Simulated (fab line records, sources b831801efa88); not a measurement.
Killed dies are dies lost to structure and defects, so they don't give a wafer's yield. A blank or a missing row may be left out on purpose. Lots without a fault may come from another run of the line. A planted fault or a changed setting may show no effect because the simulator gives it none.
A struck lot beside a sound one | flow sfq_line | 26 steps out of a route of 325
Sound: wafers L901.2, L901.4, L901.6. Struck: wafers L909.1, L909.5. (L909.2 of the same lot was not struck and is left out.) The cause comes at the end.
At each step with rows: each side's tool, then ch and its chambers, then its first start. Under that, the readings that differ: sound wafers | struck wafers | difference of the means | sigmas: that difference in standard deviations of wafers without a fault.
alike: readings whose means differ by less than 2 such deviations, and words and numbers that are the same on both sides. not compared: withheld readings, readings that some wafer has no value for, bounds like >300 that may hide the same value, and numbers for which the record gives no deviation and whose values overlap.
The two part at a step that has a row with sigmas, a row that says differs or no value, or rows on one side only. Numbers that don't overlap but have no deviation are shown without sigmas and don't part them. A reading that every wafer of one side lacks parts them only if that side has two wafers or more.

SFQ_L0_RS_MEAS_901: measures by four-point-probe.
  sound on film_metro-02, day 1 17:35; struck on film_metro-02, day 3 09:34
  alike: L0_MONX_KI_RS
SFQ_L0_THK_MEAS_902: measures by xrf.
  sound on film_metro-02, day 1 17:41; struck on film_metro-02, day 3 09:41
  alike: L0_MONX_KI_THK
then, 6 steps without rows for these wafers: SFQ_TRILAYER_L0_LITHO_COAT_010 (resist thk 62 nm); SFQ_TRILAYER_L0_LITHO_COAT_005 (resist thk 600 nm); SFQ_TRILAYER_L0_LITHO_SOFTBAKE_009; SFQ_TRILAYER_L0_LITHO_EXPOSE_006 (exposes mask L0, target cd 2000 nm); SFQ_TRILAYER_L0_LITHO_PEB_008 (peb time 60 s); SFQ_TRILAYER_L0_LITHO_DEVELOP_007 (time 60 s).
-- the record jumps here: 3 days lie between the struck wafers' starts before and after --
SFQ_TRILAYER_L0_BARC_OPEN_METAL_ETCH_010: etches BARC in O2, target depth 125 nm, time 41.7 s.
  sound on rie_metal-01 ch 0,1, day 4 17:55; struck on rie_metal-03 ch 1, day 6 13:39
  alike: drypump_motor_current_A, oes_product_au
  not compared: rf_hours_counter_h
SFQ_TRILAYER_L0_ETCH_METAL_ETCH_008: etches MoNx KI in SF6/O2, stops on SiO2, target depth 50 nm, time 25 s.
  sound on rie_metal-01 ch 0,1, day 4 17:58; struck on rie_metal-03 ch 1, day 6 13:43
  alike: drypump_motor_current_A, oes_product_au
  not compared: rf_hours_counter_h
SFQ_TRILAYER_L0_STRIP_STRIP_009: strips in O2.
  sound on rie_metal-01 ch 0,1, day 4 18:01; struck on rie_metal-03 ch 1, day 6 13:46
  alike: drypump_motor_current_A, oes_product_au
  not compared: rf_hours_counter_h
then, 1 step without rows for these wafers: SFQ_TRILAYER_L0_STRIP_SOLV_CLEAN_010 (cleans in NMP, time 600 s).
SFQ_TRILAYER_L0_CAP_PECVD_011: deposits SiO2 from SiH4/N2O, time 13.333 s, target thk 60 nm.
  sound on pecvd-03 ch 0,1,2, day 4 18:47; struck on pecvd-03 ch 1, day 6 14:32
  reading                                             | sound             | struck      | difference | sigmas
  model.SiO2_of_TRILAYER_L0_CAP_PECVD_011.thk_nm (nm) | 59.07 59.01 59.86 | 49.51 49.89 | -9.61      |
  alike: heater_power_w, throttle_valve_pct
then, 6 steps without rows for these wafers: SFQ_TRILAYER_L0_VIA_LITHO_COAT_018 (resist thk 62 nm); SFQ_TRILAYER_L0_VIA_LITHO_COAT_013 (resist thk 650 nm); SFQ_TRILAYER_L0_VIA_LITHO_SOFTBAKE_017; SFQ_TRILAYER_L0_VIA_LITHO_EXPOSE_014 (exposes mask L0V, target cd 700 nm); SFQ_TRILAYER_L0_VIA_LITHO_PEB_016 (peb time 60 s); SFQ_TRILAYER_L0_VIA_LITHO_DEVELOP_015 (time 60 s).
-- the record jumps here: 4 days lie between the struck wafers' starts before and after --
SFQ_L0V_OVL_MEAS_903:
  sound on overlay-01, day 7 21:51; struck on overlay-02, day 10 20:29
  reading      | sound | struck | difference | sigmas
  L0V_OVL (nm) | 5 2 4 | -6 -8  | -11        | -2
then, 1 step without rows for these wafers: SFQ_TRILAYER_L0_VIA_BARC_OPEN_VIA_ETCH_021 (etches BARC in O2, target depth 125 nm, time 41.7 s).
SFQ_TRILAYER_L0_VIA_ETCH_VIA_ETCH_016: etches SiO2 in CHF3, stops on MoNx KI, target depth 80 nm.
  sound on rie_diel-01 ch 1,2, day 7 21:55; struck on rie_diel-03 ch 0, day 10 20:34
  reading                         | sound             | struck      | difference | sigmas
  oes_product_au (a.u.)           | 0.838 0.835 0.844 | 0.761 0.765 | -0.076     | -11
  model.etch.depth_nm (nm)        | 59.07 59.01 59.86 | 49.51 49.89 | -9.61      |
  model.L0V.feature_depth_nm (nm) | 59.07 59.01 59.86 | 49.51 49.89 | -9.61      |
  alike: drypump_motor_current_A
SFQ_TRILAYER_L0_VIA_STRIP_STRIP_017: strips in O2.
  sound on rie_metal-02 ch 0,1, day 7 21:58; struck on rie_metal-04 ch 0, day 10 20:36
  reading               | sound             | struck      | difference | sigmas
  oes_product_au (a.u.) | 1.019 1.012 1.029 | 0.993 0.998 | -0.024     | -2
  alike: drypump_motor_current_A
  not compared: rf_hours_counter_h
then, 1 step without rows for these wafers: SFQ_TRILAYER_L0_VIA_STRIP_SOLV_CLEAN_018 (cleans in NMP, time 600 s).
SFQ_TRILAYER_M0_DEP_PRE_CLEAN_020: time 15 s.
  sound on pvd_sputter-04, day 7 22:46; struck on pvd_sputter-06, day 10 21:23
  reading                                             | sound             | struck      | difference | sigmas
  model.SiO2_of_TRILAYER_L0_CAP_PECVD_011.thk_nm (nm) | 54.07 54.01 54.86 | 44.51 44.89 | -9.61      |
  alike: bias_v
SFQ_TRILAYER_M0_DEP_SPUTTER_019: material Nb, target thk 200 nm, time 133.3 s.
  sound on pvd_sputter-04, day 7 22:47; struck on pvd_sputter-06, day 10 21:24
  alike: throttle_valve_pct

WHERE THEY PART
First at SFQ_L0V_OVL_MEAS_903; last, within this record, at SFQ_TRILAYER_L0_VIA_STRIP_STRIP_017. Later steps at which nothing parts them and some readings are alike: SFQ_TRILAYER_M0_DEP_PRE_CLEAN_020, SFQ_TRILAYER_M0_DEP_SPUTTER_019.

WHY: what the simulator had put in
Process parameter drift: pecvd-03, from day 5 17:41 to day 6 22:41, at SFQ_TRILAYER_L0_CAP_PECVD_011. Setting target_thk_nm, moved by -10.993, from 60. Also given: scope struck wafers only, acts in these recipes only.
